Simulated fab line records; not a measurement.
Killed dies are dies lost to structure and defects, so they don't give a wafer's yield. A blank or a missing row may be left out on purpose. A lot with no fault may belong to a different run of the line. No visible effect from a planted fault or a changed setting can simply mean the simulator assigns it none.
Which tool was responsible? :: flow sky130 :: Sampling: 24 lots, 72 wafers, 4 of 708 route steps

WHAT THE GAUGES SHOWED, per wafer
SKY_FIELD_ISO_THK_MEAS_02. Usual: FIELD_ISO_OXIDATION_00_THK typically reads 11.93 nm, with standard deviation 0.22.
lot: L074
measured: day 1 14:30
on: film_metro-03
FIELD_ISO_OXIDATION_00_THK (nm): 11.92 12.11 12.05
flag: 

lot: L075
measured: day 1 18:19
on: film_metro-02
FIELD_ISO_OXIDATION_00_THK (nm): 11.96 12.08 11.77
flag: 

lot: L076
measured: day 1 22:43
on: film_metro-03
FIELD_ISO_OXIDATION_00_THK (nm): 11.73 11.82 11.64
flag: 

lot: L077
measured: day 2 03:34
on: film_metro-01
FIELD_ISO_OXIDATION_00_THK (nm): 12.06 12.36 12.23
flag: 

lot: L078
measured: day 2 07:53
on: film_metro-03
FIELD_ISO_OXIDATION_00_THK (nm): 12.21 12.24 12.20
flag: 

lot: L079
measured: day 2 13:23
on: film_metro-01
FIELD_ISO_OXIDATION_00_THK (nm): 11.69 11.74 11.72
flag: 

lot: L080
measured: day 2 17:42
on: film_metro-03
FIELD_ISO_OXIDATION_00_THK (nm): 11.64 11.72 11.72
flag: 

lot: L081
measured: day 2 22:38
on: film_metro-01
FIELD_ISO_OXIDATION_00_THK (nm): 11.97 11.80 11.67
flag: 

lot: L082
measured: day 3 04:52
on: film_metro-03
FIELD_ISO_OXIDATION_00_THK (nm): 12.24 12.12 12.33
flag: 

lot: L083
measured: day 3 09:43
on: film_metro-03
FIELD_ISO_OXIDATION_00_THK (nm): 11.99 11.82 12.04
flag: 

lot: L084
measured: day 3 15:40
on: film_metro-02
FIELD_ISO_OXIDATION_00_THK (nm): 11.78 11.81 11.72
flag: 

lot: L085
measured: day 3 21:14
on: film_metro-01
FIELD_ISO_OXIDATION_00_THK (nm): 11.76 11.86 12.01
flag: 

lot: L086
measured: day 4 00:14
on: film_metro-01
FIELD_ISO_OXIDATION_00_THK (nm): 12.16 11.98 12.08
flag: 

lot: L087
measured: day 4 05:08
on: film_metro-01
FIELD_ISO_OXIDATION_00_THK (nm): 12.05 12.07 11.92
flag: 

lot: L088
measured: day 4 09:38
on: film_metro-03
FIELD_ISO_OXIDATION_00_THK (nm): 11.70 12.01 11.72
flag: 

lot: L089
measured: day 4 14:38
on: film_metro-02
FIELD_ISO_OXIDATION_00_THK (nm): 11.85 11.76 11.88
flag: 

lot: L090
measured: day 4 20:59
on: film_metro-02
FIELD_ISO_OXIDATION_00_THK (nm): 11.89 11.61 11.69
flag: 

lot: L091
measured: day 5 01:28
on: film_metro-03
FIELD_ISO_OXIDATION_00_THK (nm): 11.62 11.72 11.72
flag: 

lot: L092
measured: day 5 05:38
on: film_metro-03
FIELD_ISO_OXIDATION_00_THK (nm): 11.68 11.54 11.61
flag: 

lot: L093
measured: day 5 10:38
on: film_metro-02
FIELD_ISO_OXIDATION_00_THK (nm): 12.33 12.08 12.03
flag: 

lot: L094
measured: day 5 16:31
on: film_metro-03
FIELD_ISO_OXIDATION_00_THK (nm): 12.24 12.21 11.90
flag: 

lot: L095
measured: day 5 20:38
on: film_metro-03
FIELD_ISO_OXIDATION_00_THK (nm): 12.15 12.20 12.07
flag: 

lot: L096
measured: day 6 01:44
on: film_metro-02
FIELD_ISO_OXIDATION_00_THK (nm): 12.36 12.38 12.49
flag: 

lot: L097
measured: day 6 07:27
on: film_metro-02
FIELD_ISO_OXIDATION_00_THK (nm): 11.64 11.60 11.70
flag: 

SKY_DNWELL_TW_MEAS_09. Usual: DNWELL_TW typically reads 1120, with standard deviation 7.1.
lot: L074
measured: day 3 06:20
on: film_metro-03
DNWELL_TW: 1121 1116 1117
flag: 

lot: L075
measured: day 3 12:26
on: film_metro-04
DNWELL_TW: 1123 1123 1124
flag: 

lot: L076
measured: day 3 18:52
on: film_metro-04
DNWELL_TW: 1123 1127 1123
flag: 

lot: L077
measured: day 4 00:59
on: film_metro-02
DNWELL_TW: 1110 1120 1112
flag: 

lot: L078
measured: day 4 02:46
on: film_metro-04
DNWELL_TW: 1126 1119 1122
flag: 

lot: L079
measured: day 4 09:50
on: film_metro-04
DNWELL_TW: 1125 1121 1121
flag: 

lot: L080
measured: day 4 14:52
on: film_metro-03
DNWELL_TW: 1108 1102 1112
flag: 

lot: L081
measured: day 4 18:01
on: film_metro-02
DNWELL_TW: 1115 1120 1118
flag: 

lot: L082
measured: day 5 00:04
on: film_metro-04
DNWELL_TW: 1115 1120 1114
flag: 

lot: L083
measured: day 5 04:05
on: film_metro-04
DNWELL_TW: 1122 1114 1122
flag: 

lot: L084
measured: day 5 12:04
on: film_metro-04
DNWELL_TW: 1116 1123 1125
flag: 

lot: L085
measured: day 5 20:20
on: film_metro-03
DNWELL_TW: 1118 1117 1122
flag: 

lot: L086
measured: day 5 23:31
on: film_metro-04
DNWELL_TW: 1126 1121 1127
flag: 

lot: L087
measured: day 6 04:09
on: film_metro-02
DNWELL_TW: 1137 1141 1135
flag: 

lot: L088
measured: day 6 07:29
on: film_metro-03
DNWELL_TW: 1115 1119 1117
flag: 

lot: L089
measured: day 6 12:56
on: film_metro-02
DNWELL_TW: 1126 1126 1122
flag: 

lot: L090
measured: day 6 19:11
on: film_metro-04
DNWELL_TW: 1114 1113 1121
flag: 

lot: L091
measured: day 6 21:55
on: film_metro-03
DNWELL_TW: 1114 1114 1110
flag: 

lot: L092
measured: day 7 04:01
on: film_metro-02
DNWELL_TW: 1119 1115 1120
flag: 

lot: L093
measured: day 7 09:52
on: film_metro-02
DNWELL_TW: 1116 1124 1122
flag: 

lot: L094
measured: day 7 16:40
on: film_metro-02
DNWELL_TW: 1129 1132 1128
flag: 

lot: L095
measured: day 7 20:50
on: film_metro-04
DNWELL_TW: 1104 1110 1109
flag: 

lot: L096
measured: day 8 00:03
on: film_metro-03
DNWELL_TW: 1116 1117 1117
flag: 

lot: L097
measured: day 8 07:37
on: film_metro-03
DNWELL_TW: 1120 1118 1126
flag: 

SKY_CAP2M_OVL_MEAS_12. Usual: CAP2M_OVL typically reads -0.1 nm, with standard deviation 1.3.
lot: L074
measured: day 40 13:14
on: overlay-01
CAP2M_OVL (nm): -1.2 -1.0 -2.1
flag: 

lot: L075
measured: day 41 00:40
on: overlay-01
CAP2M_OVL (nm): -1.2 -0.8 -1.7
flag: 

lot: L076
measured: day 41 12:40
on: overlay-01
CAP2M_OVL (nm): -1.9 -0.7 -1.5
flag: 

lot: L077
measured: day 41 19:47
on: overlay-02
CAP2M_OVL (nm): 1.5 1.4 1.2
flag: 

lot: L078
measured: day 42 00:02
on: overlay-01
CAP2M_OVL (nm): -1.1 -0.3 -1.2
flag: 

lot: L079
measured: day 41 22:59
on: overlay-02
CAP2M_OVL (nm): -1.2 -0.5 -1.7
flag: 

lot: L080
measured: day 42 10:40
on: overlay-01
CAP2M_OVL (nm): -0.3 -0.3 -1.6
flag: 

lot: L081
measured: day 42 16:44
on: overlay-02
CAP2M_OVL (nm): 2.3 1.7 1.4
flag: 

lot: L082
measured: day 43 02:37
on: overlay-02
CAP2M_OVL (nm): 0.6 1.8 1.1
flag: 

lot: L083
measured: day 43 06:15
on: overlay-01
CAP2M_OVL (nm): -1.3 -0.4 -1.1
flag: 

lot: L084
measured: day 43 23:31
on: overlay-02
CAP2M_OVL (nm): 0.0 0.2 0.5
flag: 

lot: L085
measured: day 44 05:44
on: overlay-02
CAP2M_OVL (nm): 2.1 -0.3 -0.1
flag: 

lot: L086
measured: day 44 03:05
on: overlay-02
CAP2M_OVL (nm): 0.4 -0.3 0.0
flag: 

lot: L087
measured: day 44 13:14
on: overlay-01
CAP2M_OVL (nm): -0.5 -0.9 -2.8
flag: 

lot: L088
measured: day 44 14:28
on: overlay-01
CAP2M_OVL (nm): -2.8 -3.7 -2.4
flag: 

lot: L089
measured: day 44 21:49
on: overlay-02
CAP2M_OVL (nm): -0.4 0.5 -0.2
flag: 

lot: L090
measured: day 45 04:59
on: overlay-02
CAP2M_OVL (nm): 1.2 1.3 3.2
flag: 

lot: L091
measured: day 45 09:02
on: overlay-02
CAP2M_OVL (nm): 0.0 -1.2 -0.1
flag: 

lot: L092
measured: day 45 14:34
on: overlay-02
CAP2M_OVL (nm): 1.4 1.8 2.2
flag: 

lot: L093
measured: day 45 17:31
on: overlay-02
CAP2M_OVL (nm): 0.5 0.8 1.4
flag: 

lot: L094
measured: day 45 21:49
on: overlay-02
CAP2M_OVL (nm): 1.0 -2.5 0.4
flag: 

lot: L095
measured: day 46 04:40
on: overlay-02
CAP2M_OVL (nm): -1.6 -0.8 -1.4
flag: 

lot: L096
measured: day 46 06:23
on: overlay-01
CAP2M_OVL (nm): 0.2 1.6 3.4
flag: 

lot: L097
measured: day 46 17:10
on: overlay-01
CAP2M_OVL (nm): -0.3 0.6 1.1
flag: 

TOOL THAT RAN EACH LOT (tool first, then ch and the chambers of the sampled wafers, then the start)
lot: L074
SKY_LDD_LDN_STRIP_12: plasma_asher-01 ch 0,1, day 22 19:22

lot: L075
SKY_LDD_LDN_STRIP_12: plasma_asher-02 ch 0,1, day 23 09:54

lot: L076
SKY_LDD_LDN_STRIP_12: plasma_asher-01 ch 0,1, day 24 00:19

lot: L077
SKY_LDD_LDN_STRIP_12: plasma_asher-04 ch 1, day 24 10:49

lot: L078
SKY_LDD_LDN_STRIP_12: plasma_asher-01 ch 0,1, day 24 12:01

lot: L079
SKY_LDD_LDN_STRIP_12: plasma_asher-02 ch 0,1, day 24 19:08

lot: L080
SKY_LDD_LDN_STRIP_12: plasma_asher-02 ch 0,1, day 25 03:15

lot: L081
SKY_LDD_LDN_STRIP_12: plasma_asher-02 ch 0,1, day 25 11:37

lot: L082
SKY_LDD_LDN_STRIP_12: plasma_asher-02 ch 0,1, day 26 02:28

lot: L083
SKY_LDD_LDN_STRIP_12: plasma_asher-01 ch 0,1, day 26 02:41

lot: L084
SKY_LDD_LDN_STRIP_12: plasma_asher-04 ch 0,1, day 27 00:35

lot: L085
SKY_LDD_LDN_STRIP_12: plasma_asher-02 ch 0,1, day 27 07:52

lot: L086
SKY_LDD_LDN_STRIP_12: plasma_asher-02 ch 0, day 27 07:34

lot: L087
SKY_LDD_LDN_STRIP_12: plasma_asher-04 ch 0,1, day 27 18:19

lot: L088
SKY_LDD_LDN_STRIP_12: plasma_asher-04 ch 0,1, day 27 19:58

lot: L089
SKY_LDD_LDN_STRIP_12: plasma_asher-02 ch 0,1, day 28 03:36

lot: L090
SKY_LDD_LDN_STRIP_12: plasma_asher-01 ch 1, day 28 17:58

lot: L091
SKY_LDD_LDN_STRIP_12: plasma_asher-04 ch 0,1, day 28 21:52

lot: L092
SKY_LDD_LDN_STRIP_12: plasma_asher-01 ch 0,1, day 29 03:31

lot: L093
SKY_LDD_LDN_STRIP_12: plasma_asher-04 ch 0,1, day 29 06:03

lot: L094
SKY_LDD_LDN_STRIP_12: plasma_asher-02 ch 0, day 29 12:06

lot: L095
SKY_LDD_LDN_STRIP_12: plasma_asher-04 ch 0,1, day 29 23:58

lot: L096
SKY_LDD_LDN_STRIP_12: plasma_asher-02 ch 0,1, day 30 01:18

lot: L097
SKY_LDD_LDN_STRIP_12: plasma_asher-01 ch 0,1, day 30 11:03
- SKY_LDD_LDN_STRIP_12: strips in O2/N2.

WHAT THE TOOLS THEMSELVES READ (means of the sampled wafers that have a number; where no wafer has one, the mark that the record gives instead)
SKY_LDD_LDN_STRIP_12. Usual: drypump_motor_current_A 5.7 A, standard deviation 0.36; oes_product_au 0.716 a.u., standard deviation 0.0048; strip_time_to_endpoint_s 14.16 s, standard deviation 0.041.
lot: L074
tool: plasma_asher-01
drypump_motor_current_A (A): 5.9
oes_product_au (a.u.): 0.714
strip_time_to_endpoint_s (s): 14.17
flag: 

lot: L075
tool: plasma_asher-02
drypump_motor_current_A (A): 6.0
oes_product_au (a.u.): 0.714
strip_time_to_endpoint_s (s): 14.15
flag: 

lot: L076
tool: plasma_asher-01
drypump_motor_current_A (A): 5.7
oes_product_au (a.u.): 0.712
strip_time_to_endpoint_s (s): 14.10
flag: 

lot: L077
tool: plasma_asher-04
drypump_motor_current_A (A): 5.8
oes_product_au (a.u.): 0.715
strip_time_to_endpoint_s (s): 14.18
flag: 

lot: L078
tool: plasma_asher-01
drypump_motor_current_A (A): 5.7
oes_product_au (a.u.): 0.716
strip_time_to_endpoint_s (s): 14.15
flag: 

lot: L079
tool: plasma_asher-02
drypump_motor_current_A (A): 5.7
oes_product_au (a.u.): 0.716
strip_time_to_endpoint_s (s): 14.17
flag: 

lot: L080
tool: plasma_asher-02
drypump_motor_current_A (A): 5.9
oes_product_au (a.u.): 0.712
strip_time_to_endpoint_s (s): 14.18
flag: 

lot: L081
tool: plasma_asher-02
drypump_motor_current_A (A): 6.0
oes_product_au (a.u.): 0.713
strip_time_to_endpoint_s (s): 14.14
flag: 

lot: L082
tool: plasma_asher-02
drypump_motor_current_A (A): 6.0
oes_product_au (a.u.): 0.714
strip_time_to_endpoint_s (s): 14.12
flag: 

lot: L083
tool: plasma_asher-01
drypump_motor_current_A (A): 5.9
oes_product_au (a.u.): 0.715
strip_time_to_endpoint_s (s): 14.11
flag: 

lot: L084
tool: plasma_asher-04
drypump_motor_current_A (A): 5.5
oes_product_au (a.u.): 0.714
strip_time_to_endpoint_s (s): 14.17
flag: 

lot: L085
tool: plasma_asher-02
drypump_motor_current_A (A): 5.7
oes_product_au (a.u.): 0.714
strip_time_to_endpoint_s (s): 14.20
flag: 

lot: L086
tool: plasma_asher-02
drypump_motor_current_A (A): 6.2
oes_product_au (a.u.): 0.716
strip_time_to_endpoint_s (s): 14.10
flag: 

lot: L087
tool: plasma_asher-04
drypump_motor_current_A (A): 5.5
oes_product_au (a.u.): 0.718
strip_time_to_endpoint_s (s): 14.17
flag: 

lot: L088
tool: plasma_asher-04
drypump_motor_current_A (A): 5.5
oes_product_au (a.u.): 0.716
strip_time_to_endpoint_s (s): 14.13
flag: 

lot: L089
tool: plasma_asher-02
drypump_motor_current_A (A): 6.0
oes_product_au (a.u.): 0.721
strip_time_to_endpoint_s (s): 14.14
flag: 

lot: L090
tool: plasma_asher-01
drypump_motor_current_A (A): 6.0
oes_product_au (a.u.): 0.716
strip_time_to_endpoint_s (s): 14.20
flag: 

lot: L091
tool: plasma_asher-04
drypump_motor_current_A (A): 5.6
oes_product_au (a.u.): 0.718
strip_time_to_endpoint_s (s): 14.21
flag: 

lot: L092
tool: plasma_asher-01
drypump_motor_current_A (A): 5.7
oes_product_au (a.u.): 0.714
strip_time_to_endpoint_s (s): 14.15
flag: 

lot: L093
tool: plasma_asher-04
drypump_motor_current_A (A): 5.5
oes_product_au (a.u.): 0.716
strip_time_to_endpoint_s (s): 14.18
flag: 

lot: L094
tool: plasma_asher-02
drypump_motor_current_A (A): 6.3
oes_product_au (a.u.): 0.715
strip_time_to_endpoint_s (s): 14.22
flag: 

lot: L095
tool: plasma_asher-04
drypump_motor_current_A (A): 5.5
oes_product_au (a.u.): 0.719
strip_time_to_endpoint_s (s): 14.12
flag: 

lot: L096
tool: plasma_asher-02
drypump_motor_current_A (A): 5.7
oes_product_au (a.u.): 0.714
strip_time_to_endpoint_s (s): 14.18
flag: 

lot: L097
tool: plasma_asher-01
drypump_motor_current_A (A): 5.7
oes_product_au (a.u.): 0.715
strip_time_to_endpoint_s (s): 14.09
flag: 

THE ANSWER, worked out from the rows above alone
Rule: lot off if the mean of its wafers having a number is beyond 3 standard deviations from the usual mean. Also off: a lot with no number at a reading for which 4 or more lots have one. Where the step has rows for the other lots, those lots are counted as sound. After the gauges, taken in route order, come the tools' own readings; for these a lot's mean is taken, as printed above. At the first step where some lot is off, the reading lying furthest off is the one used; lots without a number count as furthest.
No lot is off on any of the readings shown, so nothing can be concluded from this.

WHAT THE SIMULATOR PUT IN
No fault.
